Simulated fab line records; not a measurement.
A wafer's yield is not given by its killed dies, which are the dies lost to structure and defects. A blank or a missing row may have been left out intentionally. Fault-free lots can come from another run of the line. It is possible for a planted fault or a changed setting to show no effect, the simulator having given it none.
fab line records    flow sky130
record: lots: 11  wafers: 33  last-day: 50
route steps=708 shown CAPM@550 VIA4@651 METAL5@661 PAD_OPEN@702
lots untouched by any fault: they come from a run of this same line in which no faults occurred
start-h: the number of hours between the record's first day and the start of the first shown wafer of the lot    wait-h: hours from the lot's prior step to this one    " the same as in the row above    L1.1+2: a single row standing in for several wafers    - value missing, or start not given    * or withheld: withheld    < > ~ a bound
route shown NAME@n: NAME is a module with steps in the file, n the number in the route of the first one    usual: average and standard deviation across the fault-free wafers    same: alike in all rows    chamber/n: place in a boat    sites: readings site by site    _std_site: standard deviation across them    _edge_site: inner sites' mean taken away from outer sites' mean    radius-mm: for every site, how far away it sits from the centre of the wafer    mask NAME#n: copy n    behind: the most recent tool/chamber to have shaped the wafer    hold: the reason the lot was held/the length of the hold in hours/how it ended    device: the transistor (n, p or np) that didn't switch    end of line: the route-end tests of the same wafers    step lacking rows: just its recipe    killed: count of dies lost to structure and defects at first sort (not the wafer's yield)    map: a wafer's dies, marking killed ones x, the rest . and places with no die _
set.NAME: the run value of the setting; set.NAME@STEP: its run value at that earlier step    model.NAME: the simulator's own value behind a step, which no gauge read
the route's steps for a sample of lots (tables are steps, rows are wafers)
services: a tool's chamber out of use, with start hour (start-h, from the record's first day; less than 0 if before it), hours out, and reason
== steps ==
step: SKY_CAPM_METAL_ETCH_13
recipe: target-depth-nm: 220  stop-on: SiO2  chemistry: Cl2/BCl3  target: TiN  pressure-mtorr: 10  icp-w: 900  bias-w: 48.5  Cl2_flow_sccm: 60  bcl3-flow-sccm: 30  time-s: 62.9
usual: drypump-motor-current-A: 6.0/0.48  oes-product-au: 0.939/0.0081  throttle-valve-pct: 21.903/0.011
lot.wafer  tool          chamber  start-h  wait-h  drypump-motor-current-A  oes-product-au  rf-hours-counter-h  throttle-valve-pct
L970.1     rie-metal-02  1        887.97   0.0     5.5                      0.922           16                  21.905
L970.4     "             1        "        "       5.5                      0.939           -                   21.901
L970.5     "             1        "        "       5.5                      0.945           -                   21.916
L969.3     rie-metal-04  0        889.16   0.0     6.4                      0.956           -                   21.878
L969.4     "             1        "        "       5.2                      0.939           -                   21.910
L969.6     "             1        "        "       5.2                      0.953           -                   21.879
L973.3     rie-metal-02  0        900.29   0.0     6.3                      0.938           -                   21.902
L973.4     "             1        "        "       5.5                      0.942           -                   21.912
L973.5     "             1        "        "       5.5                      0.943           -                   21.896
L975.2     rie-metal-04  0        921.93   0.0     6.4                      0.937           5                   21.910
L975.5     "             1        "        "       5.2                      0.937           -                   21.904
L975.6     "             0        "        "       6.4                      0.942           -                   21.884
L976.1     rie-metal-04  0        932.79   0.0     6.4                      0.929           5                   21.925
L976.2     "             0        "        "       6.4                      0.943           -                   21.904
L976.5     "             0        "        "       6.4                      0.931           -                   21.899
L977.4     rie-metal-04  0        943.05   0.1     6.4                      0.955           -                   21.880
L977.5     "             0        "        "       6.4                      0.946           -                   21.893
L977.6     "             0        "        "       6.4                      0.953           -                   21.900
L978.1     rie-metal-02  1        959.27   0.0     5.5                      0.948           19                  21.890
L978.3     "             1        "        "       5.5                      0.938           -                   21.916
L978.5     "             0        "        "       6.3                      0.929           -                   21.895
L983.1     rie-metal-04  1        982.19   0.0     5.2                      0.952           3                   21.904
L983.3     "             0        "        "       6.4                      0.945           -                   21.905
L983.4     "             1        "        "       5.2                      0.921           -                   21.908
L985.1     rie-metal-02  0        999.42   0.0     6.2                      0.936           8                   21.903
L985.2     "             0        "        "       6.2                      0.939           -                   21.882
L985.6     "             0        "        "       6.2                      0.943           -                   21.892
L987.2     rie-metal-03  1        1000.98  0.0     6.3                      0.927           16                  21.915
L987.4     "             1        "        "       6.3                      0.940           -                   21.901
L987.6     "             0        "        "       6.4                      0.939           -                   21.909
L991.1     rie-metal-02  1        1028.79  0.0     5.6                      0.931           1                   21.914
L991.3     "             1        "        "       5.6                      0.927           -                   21.903
L991.4     "             0        "        "       6.2                      0.945           -                   21.901
step: SKY_VIA4_ETCH_12
recipe: target: SiO2  chemistry: C4F8/O2/Ar  stop-on: TiN  mask-material: NOVOLAK  source-w: 1500  bias-w: 1200  pressure-mtorr: 40  c4f8-flow-sccm: withheld  O2_flow_sccm: 6  Ar_flow_sccm: 300  time-s: withheld  target-depth-a: 5800
usual: oes-product-au: 0.926/0.0048
lot.wafer  tool         chamber  start-h  wait-h  oes-product-au
L970.1     rie-diel-02  1        1010.62  0.0     0.925
L970.4     "            3        "        "       0.924
L970.5     "            0        "        "       0.924
L969.3     rie-diel-04  0        1015.79  0.0     0.931
L969.4     "            1        "        "       0.923
L969.6     "            3        "        "       0.922
L973.3     rie-diel-03  2        1022.72  0.0     0.916
L973.4     "            0        "        "       0.927
L973.5     "            0        "        "       0.920
L975.2     rie-diel-03  2        1048.30  0.0     0.933
L975.5     "            0        "        "       0.931
L975.6     "            1        "        "       0.927
L976.1     rie-diel-04  3        1052.12  0.0     0.928
L976.2     "            2        "        "       0.914
L976.5     "            3        "        "       0.922
L977.4     rie-diel-03  3        1065.96  0.0     0.923
L977.5     "            1        "        "       0.922
L977.6     "            2        "        "       0.926
L978.1     rie-diel-03  2        1078.24  0.0     0.929
L978.3     "            3        "        "       0.923
L978.5     "            2        "        "       0.924
L983.1     rie-diel-02  1        1098.34  0.0     0.918
L983.3     "            3        "        "       0.926
L983.4     "            0        "        "       0.925
L985.1     rie-diel-04  0        1117.42  0.0     0.922
L985.2     "            2        "        "       0.921
L985.6     "            1        "        "       0.926
L987.2     rie-diel-03  2        1119.52  0.0     0.931
L987.4     "            1        "        "       0.923
L987.6     "            0        "        "       0.925
L991.1     rie-diel-02  3        1140.60  0.0     0.930
L991.3     "            2        "        "       0.921
L991.4     "            0        "        "       0.929
step: SKY_METAL5_SPUTTER_00
recipe: material: Ti  target-thk-nm: 15  power-w: 3000  time-s: 10  chamber-pressure-pa: 0.4
usual: throttle-valve-pct: 29.9/1.5
lot.wafer  tool            chamber  start-h  wait-h  throttle-valve-pct
L970.1     pvd-sputter-04  -        1012.07  0.2     29.0
L970.4     "               -        "        "       33.3
L970.5     "               -        "        "       31.2
L969.3     pvd-sputter-01  -        1017.15  0.2     29.3
L969.4     "               -        "        "       29.5
L969.6     "               -        "        "       29.0
L973.3     pvd-sputter-01  -        1024.14  0.1     28.4
L973.4     "               -        "        "       28.3
L973.5     "               -        "        "       29.8
L975.2     pvd-sputter-04  -        1049.66  0.2     30.5
L975.5     "               -        "        "       33.4
L975.6     "               -        "        "       31.5
L976.1     pvd-sputter-03  -        1053.48  0.1     28.1
L976.2     "               -        "        "       30.8
L976.5     "               -        "        "       28.2
L977.4     pvd-sputter-04  -        1067.56  0.2     28.7
L977.5     "               -        "        "       29.1
L977.6     "               -        "        "       33.2
L978.1     pvd-sputter-04  -        1079.62  0.2     31.4
L978.3     "               -        "        "       30.8
L978.5     "               -        "        "       30.7
L983.1     pvd-sputter-04  -        1101.47  0.1     30.7
L983.3     "               -        "        "       29.0
L983.4     "               -        "        "       31.2
L985.1     pvd-sputter-03  -        1119.24  0.2     28.1
L985.2     "               -        "        "       28.9
L985.6     "               -        "        "       28.2
L987.2     pvd-sputter-01  -        1121.64  0.2     28.3
L987.4     "               -        "        "       29.3
L987.6     "               -        "        "       28.3
L991.1     pvd-sputter-04  -        1141.96  0.2     30.9
L991.3     "               -        "        "       28.7
L991.4     "               -        "        "       31.1
step: SKY_PAD_OPEN_STRIP_08
recipe: chemistry: O2/N2  power-w: 1400  pressure-mtorr: 1500  platen-temp-c: withheld  overash-fraction: 0.7  o2-flow-sccm: 3000  n2-flow-sccm: 300
usual: drypump-motor-current-A: 5.6/0.49  oes-product-au: 0.663/0.0046  strip-time-to-endpoint-s: 37.06/0.099
lot.wafer  tool             chamber  start-h  wait-h  drypump-motor-current-A  oes-product-au  rf-hours-counter-h  strip-time-to-endpoint-s
L970.1     plasma-asher-02  1        1082.31  0.1     5.8                      0.666           2                   37.16
L970.4     "                1        "        "       5.8                      0.672           -                   37.13
L970.5     "                0        "        "       6.1                      0.660           -                   37.07
L969.3     plasma-asher-01  0        1086.49  0.1     5.8                      0.674           -                   37.14
L969.4     "                1        "        "       4.8                      0.663           -                   37.06
L969.6     "                1        "        "       4.7                      0.655           -                   37.11
L973.3     plasma-asher-04  1        1093.13  0.1     5.3                      0.669           -                   37.06
L973.4     "                0        "        "       5.6                      0.658           -                   37.16
L973.5     "                1        "        "       5.3                      0.663           -                   37.02
L975.2     plasma-asher-02  0        1115.84  0.1     6.1                      0.666           5                   37.28
L975.5     "                1        "        "       5.8                      0.677           -                   37.13
L975.6     "                0        "        "       6.1                      0.658           -                   37.15
L976.1     plasma-asher-02  1        1118.86  0.1     5.8                      0.657           6                   37.26
L976.2     "                0        "        "       6.1                      0.659           6                   37.20
L976.5     "                1        "        "       5.8                      0.664           -                   37.21
L977.4     plasma-asher-01  0        1130.48  0.1     5.9                      0.673           -                   37.04
L977.5     "                1        "        "       4.7                      0.662           -                   37.09
L977.6     "                0        "        "       5.9                      0.675           -                   37.08
L978.1     plasma-asher-02  0        1139.95  0.1     6.1                      0.671           8                   36.92
L978.3     "                1        "        "       5.8                      0.654           -                   36.88
L978.5     "                1        "        "       5.8                      0.660           -                   37.04
L983.1     plasma-asher-02  0        1159.71  0.1     6.1                      0.666           10                  37.14
L983.3     "                0        "        "       6.1                      0.661           -                   37.10
L983.4     "                1        "        "       5.8                      0.667           -                   37.10
L985.1     plasma-asher-01  1        1175.85  0.1     4.7                      0.664           41                  37.13
L985.2     "                0        "        "       5.8                      0.660           41                  37.24
L985.6     "                1        "        "       4.7                      0.656           -                   37.16
L987.2     plasma-asher-02  1        1176.90  0.1     5.8                      0.665           12                  37.04
L987.4     "                1        "        "       5.8                      0.663           -                   37.14
L987.6     "                0        "        "       6.1                      0.672           -                   37.05
L991.1     plasma-asher-02  0        1194.49  0.1     6.1                      0.660           13                  37.06
L991.3     "                1        "        "       5.8                      0.662           -                   37.07
L991.4     "                0        "        "       6.1                      0.661           -                   36.99
step: SKY_PAD_OPEN_PROBE_99
usual: defect-limited-yield: 82.5/1.9  killed_at_M0_to_M3: 43/7.2  killed_at_M4_up: 3.1/1.8  killed-at-contacts: 24/5.4  killed-at-front-end: 15/4.4  killed-at-other: 0.4/0.56  killed-dies: 86/9.3  killed-open: 47/6.9  killed-short: 39/6.6  sort_bin_3_pad_short: 0.9/0.43  sort_bin_5_function: 10.4/1.5  sort_bin_6_memory: 6.2/1.1  sort-n-pass: 406/9.3  sort-yield-pct: 82.5/1.9
same: gross-dies: 492  killed-at-back-side: 0  sort_bin_4_leakage[%]: 0  sort_bin_8_speed[%]: 0
lot.wafer  tool       chamber  start-h  wait-h  hold                      defect-limited-yield[%]  killed_at_M0_to_M3  killed_at_M4_up  killed-at-contacts  killed-at-front-end  killed-at-other  killed-dies  killed-open  killed-short  sort_bin_3_pad_short[%]  sort_bin_5_function[%]  sort_bin_6_memory[%]  sort-n-pass  sort-yield-pct[%]
L970.1     prober-01  -        1084.52  0.1     -                         80.7                     46                  1                26                  22                   0                95           52           43            0.6                      11.8                    6.9                   397          80.7
L970.4     prober-01  -        1084.67  0.2     -                         83.9                     45                  3                17                  14                   0                79           45           34            0.8                      10.8                    4.5                   413          83.9
L970.5     prober-01  -        1084.72  0.2     -                         79.7                     61                  4                18                  17                   0                100          58           42            1.2                      11.4                    7.7                   392          79.7
L969.3     prober-02  -        1088.77  0.2     -                         84.3                     31                  4                19                  23                   0                77           55           22            0.6                      10.0                    5.1                   415          84.3
L969.4     prober-02  -        1088.82  0.2     -                         81.5                     37                  7                23                  24                   0                91           45           46            1.4                      11.2                    5.9                   401          81.5
L969.6     prober-02  -        1088.92  0.2     -                         80.9                     44                  3                23                  24                   0                94           54           40            0.6                      12.0                    6.5                   398          80.9
L973.3     prober-01  -        1095.42  0.2     -                         79.5                     50                  5                25                  20                   1                101          59           42            0.8                      12.2                    7.5                   391          79.5
L973.4     prober-01  -        1095.47  0.2     -                         79.7                     45                  5                31                  19                   0                100          46           54            1.2                      12.6                    6.5                   392          79.7
L973.5     prober-01  -        1095.52  0.2     -                         80.5                     52                  4                21                  19                   0                96           48           48            1.8                      12.0                    5.7                   396          80.5
L975.2     prober-01  -        1118.11  0.1     -                         83.1                     47                  2                23                  10                   1                83           47           36            0.4                      9.1                     7.3                   409          83.1
L975.5     prober-01  -        1118.26  0.2     -                         81.7                     49                  1                24                  16                   0                90           51           39            0.8                      12.6                    4.9                   402          81.7
L975.6     prober-01  -        1118.31  0.2     -                         81.9                     39                  8                26                  16                   0                89           62           27            1.6                      10.8                    5.7                   403          81.9
L976.1     prober-02  -        1121.07  0.1     -                         81.7                     39                  5                25                  21                   0                90           51           39            1.4                      10.8                    6.1                   402          81.7
L976.2     prober-02  -        1121.12  0.1     -                         78.7                     48                  6                26                  25                   0                105          57           48            0.8                      12.2                    8.3                   387          78.7
L976.5     prober-02  -        1121.27  0.2     -                         81.5                     46                  1                24                  20                   0                91           52           39            1.0                      10.6                    6.9                   401          81.5
L977.4     prober-01  -        1132.81  0.2     -                         83.7                     41                  3                25                  11                   0                80           45           35            1.0                      10.2                    5.1                   412          83.7
L977.5     prober-01  -        1132.86  0.2     -                         81.9                     43                  5                31                  9                    1                89           49           40            1.0                      10.0                    7.1                   403          81.9
L977.6     prober-01  -        1132.91  0.2     -                         81.7                     45                  1                28                  14                   2                90           46           43            1.2                      11.6                    5.5                   402          81.7
L978.1     prober-01  -        1142.17  0.1     -                         85.2                     34                  1                22                  15                   1                73           46           27            0.8                      9.3                     4.7                   419          85.2
L978.3     prober-01  -        1142.27  0.2     -                         78.7                     50                  1                39                  15                   0                105          59           45            1.2                      13.2                    6.9                   387          78.7
L978.5     prober-01  -        1142.37  0.2     -                         79.9                     45                  6                40                  8                    0                99           58           40            0.6                      13.4                    6.1                   393          79.9
L983.1     prober-01  -        1161.92  0.1     await-dispo/1.8h/release  73.0                     44                  3                21                  15                   50               133          42           40            1.8                      17.3                    7.9                   359          73.0
L983.3     prober-01  -        1162.02  0.2     await-dispo/1.8h/release  83.7                     46                  4                22                  8                    0                80           46           32            0.8                      9.6                     5.9                   412          83.7
L983.4     prober-01  -        1162.07  0.2     await-dispo/1.8h/release  71.1                     52                  5                28                  20                   37               142          57           48            2.2                      17.3                    9.3                   350          71.1
L985.1     prober-01  -        1178.15  0.1     -                         80.9                     37                  2                31                  24                   0                94           51           42            1.2                      11.8                    6.1                   398          80.9
L985.2     prober-01  -        1178.20  0.1     -                         82.9                     45                  3                25                  9                    2                84           41           43            1.0                      9.6                     6.5                   408          82.9
L985.6     prober-01  -        1178.40  0.2     -                         79.9                     52                  5                25                  17                   0                99           55           44            0.2                      14.2                    5.7                   393          79.9
L987.2     prober-01  -        1181.20  0.1     -                         82.1                     47                  3                25                  13                   0                88           53           34            0.8                      12.2                    4.9                   404          82.1
L987.4     prober-01  -        1181.30  0.2     -                         85.8                     34                  3                23                  10                   0                70           46           24            0.8                      7.9                     5.5                   422          85.8
L987.6     prober-01  -        1181.40  0.2     -                         84.1                     29                  2                32                  15                   0                78           46           32            0.6                      8.7                     6.5                   414          84.1
L991.1     prober-01  -        1196.70  0.1     -                         83.1                     39                  10               22                  11                   1                83           42           41            0.8                      11.6                    4.5                   409          83.1
L991.3     prober-01  -        1196.80  0.2     -                         82.5                     43                  0                31                  12                   0                86           50           36            1.0                      9.3                     7.1                   406          82.5
L991.4     prober-01  -        1196.85  0.2     -                         83.3                     34                  6                30                  11                   1                82           37           43            0.8                      8.9                     6.9                   410          83.3
killed by level:class
L970.1 VIA1:geometric-particle:open=14 LI_CONTACT:geometric-particle:open=8 FIELD_ISO:geometric-particle:short=6 CONTACT:geometric-particle:open=6 VIA2:geometric-particle:open=6 LI_CONTACT:geometric-particle:short=5 VIA1:geometric-particle:short=5 VIA3:geometric-particle:open=5
L970.4 CONTACT:geometric-particle:open=10 VIA3:geometric-particle:open=10 VIA2:geometric-particle:open=7 VIA1:geometric-particle:open=5 METAL2:geometric-particle:short=5 POLY_GATE:geometric-particle:open=4 POLY_GATE:geometric-particle:short=4 VIA1:geometric-particle:short=4
L970.5 VIA1:geometric-particle:open=16 VIA2:geometric-particle:open=8 VIA3:geometric-particle:open=7 FIELD_ISO:geometric-particle:open=6 METAL1:geometric-particle:short=6 VIA1:geometric-particle:short=6 LI_CONTACT:geometric-particle:open=5 LOCAL_INTERCONNECT:geometric-particle:short=5
L969.3 VIA2:geometric-particle:open=9 LI_CONTACT:geometric-particle:open=8 VIA1:geometric-particle:open=8 POLY_GATE:geometric-particle:open=7 CONTACT:geometric-particle:open=7 FIELD_ISO:geometric-particle:open=6 VIA3:geometric-particle:open=5 FIELD_ISO:geometric-particle:short=4
L969.4 FIELD_ISO:geometric-particle:open=11 VIA1:geometric-particle:short=8 FIELD_ISO:geometric-particle:short=7 CONTACT:geometric-particle:short=7 CONTACT:geometric-particle:open=7 VIA1:geometric-particle:open=7 METAL1:geometric-particle:short=6 METAL2:geometric-particle:short=4
L969.6 VIA1:geometric-particle:open=15 FIELD_ISO:geometric-particle:short=7 CONTACT:geometric-particle:open=7 POLY_GATE:geometric-particle:short=6 LI_CONTACT:geometric-particle:open=5 CONTACT:geometric-particle:short=5 METAL1:geometric-particle:short=5 VIA3:geometric-particle:open=5
L973.3 VIA1:geometric-particle:open=13 VIA2:geometric-particle:open=11 LI_CONTACT:geometric-particle:open=9 CONTACT:geometric-particle:open=7 POLY_GATE:geometric-particle:short=6 METAL1:geometric-particle:short=6 METAL2:geometric-particle:short=5 FIELD_ISO:geometric-particle:open=4
L973.4 CONTACT:geometric-particle:open=14 VIA1:geometric-particle:open=9 METAL3:geometric-particle:short=7 POLY_GATE:geometric-particle:short=6 CONTACT:geometric-particle:short=6 METAL1:geometric-particle:short=6 FIELD_ISO:geometric-particle:open=5 LI_CONTACT:geometric-particle:open=5
L973.5 VIA1:geometric-particle:open=11 VIA3:geometric-particle:open=9 CONTACT:geometric-particle:open=8 METAL1:geometric-particle:short=8 FIELD_ISO:geometric-particle:short=6 CONTACT:geometric-particle:short=6 VIA2:geometric-particle:open=6 POLY_GATE:geometric-particle:short=5
L975.2 VIA1:geometric-particle:open=12 CONTACT:geometric-particle:open=8 METAL1:geometric-particle:short=6 VIA2:geometric-particle:open=6 VIA3:geometric-particle:short=5 LI_CONTACT:geometric-particle:open=5 LOCAL_INTERCONNECT:geometric-particle:short=5 VIA3:geometric-particle:open=5
L975.5 LI_CONTACT:geometric-particle:open=8 VIA1:geometric-particle:open=8 VIA3:geometric-particle:open=7 METAL1:geometric-particle:short=6 METAL2:geometric-particle:short=6 FIELD_ISO:geometric-particle:open=5 LOCAL_INTERCONNECT:geometric-particle:short=5 CONTACT:geometric-particle:open=5
L975.6 VIA1:geometric-particle:open=13 LI_CONTACT:geometric-particle:open=11 CONTACT:geometric-particle:open=11 VIA3:geometric-particle:open=7 FIELD_ISO:geometric-particle:open=4 METAL4:geometric-particle:short=4 VIA4:geometric-particle:open=4 METAL2:geometric-particle:short=4
L976.1 VIA1:geometric-particle:open=11 LI_CONTACT:geometric-particle:open=10 POLY_GATE:geometric-particle:short=7 CONTACT:geometric-particle:open=7 VIA3:geometric-particle:open=5 METAL2:geometric-particle:short=4 POLY_GATE:geometric-particle:open=4 METAL3:geometric-particle:short=4
L976.2 VIA1:geometric-particle:open=18 VIA1:geometric-particle:short=12 LI_CONTACT:geometric-particle:open=9 POLY_GATE:geometric-particle:open=8 CONTACT:geometric-particle:open=7 METAL4:geometric-particle:short=6 FIELD_ISO:geometric-particle:open=5 POLY_GATE:geometric-particle:short=5
L976.5 VIA1:geometric-particle:open=12 CONTACT:geometric-particle:open=9 VIA1:geometric-particle:short=8 VIA2:geometric-particle:open=6 CONTACT:geometric-particle:short=6 VIA3:geometric-particle:open=6 POLY_GATE:geometric-particle:open=5 FIELD_ISO:geometric-particle:short=4
L977.4 LI_CONTACT:geometric-particle:open=7 VIA1:geometric-particle:open=7 VIA2:geometric-particle:open=7 CONTACT:geometric-particle:open=6 METAL2:geometric-particle:short=6 FIELD_ISO:geometric-particle:open=5 LOCAL_INTERCONNECT:geometric-particle:short=5 METAL1:geometric-particle:short=5
L977.5 LI_CONTACT:geometric-particle:open=11 VIA3:geometric-particle:open=8 LOCAL_INTERCONNECT:geometric-particle:short=7 CONTACT:geometric-particle:open=7 VIA2:geometric-particle:open=7 METAL1:geometric-particle:short=6 VIA1:geometric-particle:open=6 METAL2:geometric-particle:short=5
L977.6 CONTACT:geometric-particle:open=10 METAL2:geometric-particle:short=8 VIA1:geometric-particle:short=7 LOCAL_INTERCONNECT:geometric-particle:short=6 VIA1:geometric-particle:open=6 VIA2:geometric-particle:open=5 METAL3:geometric-particle:short=5 FIELD_ISO:geometric-particle:open=4
L978.1 CONTACT:geometric-particle:open=9 VIA1:geometric-particle:open=8 LI_CONTACT:geometric-particle:open=7 VIA3:geometric-particle:open=6 METAL1:geometric-particle:short=5 FIELD_ISO:geometric-particle:open=4 POLY_CUT:geometric-particle:open=4 METAL2:geometric-particle:short=3
L978.3 LI_CONTACT:geometric-particle:open=12 CONTACT:geometric-particle:open=12 VIA1:geometric-particle:short=9 METAL2:geometric-particle:short=8 VIA2:geometric-particle:open=8 VIA3:geometric-particle:open=8 VIA1:geometric-particle:open=7 POLY_GATE:geometric-particle:open=5
L978.5 CONTACT:geometric-particle:open=18 VIA1:geometric-particle:open=12 LI_CONTACT:geometric-particle:open=8 CONTACT:geometric-particle:short=8 VIA3:geometric-particle:open=6 METAL2:geometric-particle:short=5 VIA2:geometric-particle:open=5 VIA2:geometric-particle:short=4
L983.1 CAPM:unspecified=50 CONTACT:geometric-particle:open=12 VIA1:geometric-particle:open=10 VIA3:geometric-particle:short=7 VIA3:geometric-particle:open=6 LOCAL_INTERCONNECT:geometric-particle:short=5 METAL2:geometric-particle:short=4 METAL3:geometric-particle:short=4
L983.3 CONTACT:geometric-particle:open=10 VIA3:geometric-particle:open=8 METAL2:geometric-particle:short=7 VIA1:geometric-particle:open=7 VIA2:geometric-particle:open=5 LI_CONTACT:geometric-particle:open=4 CONTACT:geometric-particle:short=4 METAL2:geometric-particle:open=4
L983.4 CAPM:unspecified=37 VIA1:geometric-particle:open=15 CONTACT:geometric-particle:open=12 METAL2:geometric-particle:short=8 FIELD_ISO:geometric-particle:open=6 POLY_GATE:geometric-particle:short=6 LI_CONTACT:geometric-particle:open=6 VIA3:geometric-particle:short=6
L985.1 CONTACT:geometric-particle:open=10 VIA1:geometric-particle:open=10 LI_CONTACT:geometric-particle:open=7 VIA3:geometric-particle:open=7 FIELD_ISO:geometric-particle:short=6 CONTACT:geometric-particle:short=6 VIA2:geometric-particle:open=5 POLY_GATE:geometric-particle:short=4
L985.2 VIA1:geometric-particle:open=14 CONTACT:geometric-particle:open=8 LOCAL_INTERCONNECT:geometric-particle:short=6 VIA3:geometric-particle:short=6 CONTACT:geometric-particle:short=5 METAL1:geometric-particle:short=5 LI_CONTACT:geometric-particle:open=4 METAL2:geometric-particle:short=4
L985.6 CONTACT:geometric-particle:open=13 VIA1:geometric-particle:open=12 VIA3:geometric-particle:open=9 FIELD_ISO:geometric-particle:open=8 METAL1:geometric-particle:short=7 METAL2:geometric-particle:short=6 CONTACT:geometric-particle:short=6 VIA1:geometric-particle:short=6
L987.2 CONTACT:geometric-particle:open=11 VIA3:geometric-particle:open=10 VIA2:geometric-particle:open=8 LI_CONTACT:geometric-particle:open=7 VIA1:geometric-particle:open=6 METAL3:geometric-particle:short=6 METAL2:geometric-particle:short=6 FIELD_ISO:geometric-particle:short=4
L987.4 CONTACT:geometric-particle:open=9 VIA1:geometric-particle:open=9 VIA3:geometric-particle:open=7 VIA2:geometric-particle:open=6 LI_CONTACT:geometric-particle:open=4 LOCAL_INTERCONNECT:geometric-particle:short=4 CONTACT:geometric-particle:short=4 FIELD_ISO:geometric-particle:open=3
L987.6 CONTACT:geometric-particle:open=12 LOCAL_INTERCONNECT:geometric-particle:short=9 VIA1:geometric-particle:open=8 VIA2:geometric-particle:open=6 LI_CONTACT:geometric-particle:open=5 VIA3:geometric-particle:open=5 VIA2:geometric-particle:short=3 POLY_GATE:geometric-particle:open=3
L991.1 VIA1:geometric-particle:open=11 CONTACT:geometric-particle:open=10 METAL4:geometric-particle:short=6 FIELD_ISO:geometric-particle:short=5 METAL1:geometric-particle:short=5 VIA2:geometric-particle:open=5 CONTACT:geometric-particle:short=4 VIA3:geometric-particle:short=3
L991.3 CONTACT:geometric-particle:open=12 VIA1:geometric-particle:open=11 LI_CONTACT:geometric-particle:open=11 METAL3:geometric-particle:short=6 VIA3:geometric-particle:open=6 METAL1:geometric-particle:short=5 CONTACT:geometric-particle:short=4 VIA1:geometric-particle:short=4
L991.4 LOCAL_INTERCONNECT:geometric-particle:short=8 VIA1:geometric-particle:short=7 VIA1:geometric-particle:open=7 CONTACT:geometric-particle:open=6 LI_CONTACT:geometric-particle:open=5 CONTACT:geometric-particle:short=5 FIELD_ISO:geometric-particle:short=4 LI_CONTACT:geometric-particle:short=4
== services ==
tool             chamber  start-h  hours  kind
rie-metal-04     -        864.12   1.4    pm
rie-metal-02     0        867.76   8.7    repair
rie-metal-02     0        885.15   6.8    repair
rie-diel-04      0        892.37   4.4    repair
rie-metal-04     -        893.39   0.3    repair
rie-diel-04      -        895.45   1.3    repair
plasma-asher-02  -        898.63   15.6   pm
rie-diel-02      3        902.15   10.7   repair
rie-diel-03      1        909.01   7.3    repair
rie-diel-03      0        919.46   7.2    repair
rie-metal-04     1        932.46   22.2   repair
rie-diel-03      2        947.79   2.4    repair
plasma-asher-02  -        949.01   1.6    repair
rie-diel-04      2        956.14   1.6    repair
rie-diel-02      2        962.28   14.0   repair
plasma-asher-01  -        966.57   1.1    repair
rie-diel-03      1        996.79   3.9    repair
rie-diel-04      0        1001.40  1.3    repair
rie-metal-04     -        1007.60  1.9    repair
rie-diel-02      1        1015.69  13.7   repair
rie-metal-02     0        1049.72  31.4   repair
plasma-asher-02  -        1055.25  9.0    pm
rie-metal-02     -        1174.99  1.2    repair
pvd-sputter-04   -        1190.53  1.6    repair
== key ==
first-sign: step: SKY_PAD_OPEN_PROBE_99  reading: killed-at-other  direction: up  sigmas: 43  usual: 0.4  struck: 43.5
effect: step: SKY_PAD_OPEN_PROBE_99  reading: killed-dies  direction: up  sigmas: 5.6  usual: 86  struck: 138
met-at SKY_CAPM_METAL_ETCH_13
struck-lots L983
struck-wafers L983.1,L983.4
not-acting-at SKY_VIA4_ETCH_12,SKY_METAL5_SPUTTER_00,SKY_PAD_OPEN_STRIP_08
onset-between 921.93 982.19
fault: kind: chamber-particle-source  tool: rie-metal-04  chamber: 1  onset-h: 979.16  steps: SKY_CAPM_METAL_ETCH_13  rate-per-visit-cm2: 0.65263  end-h: 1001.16
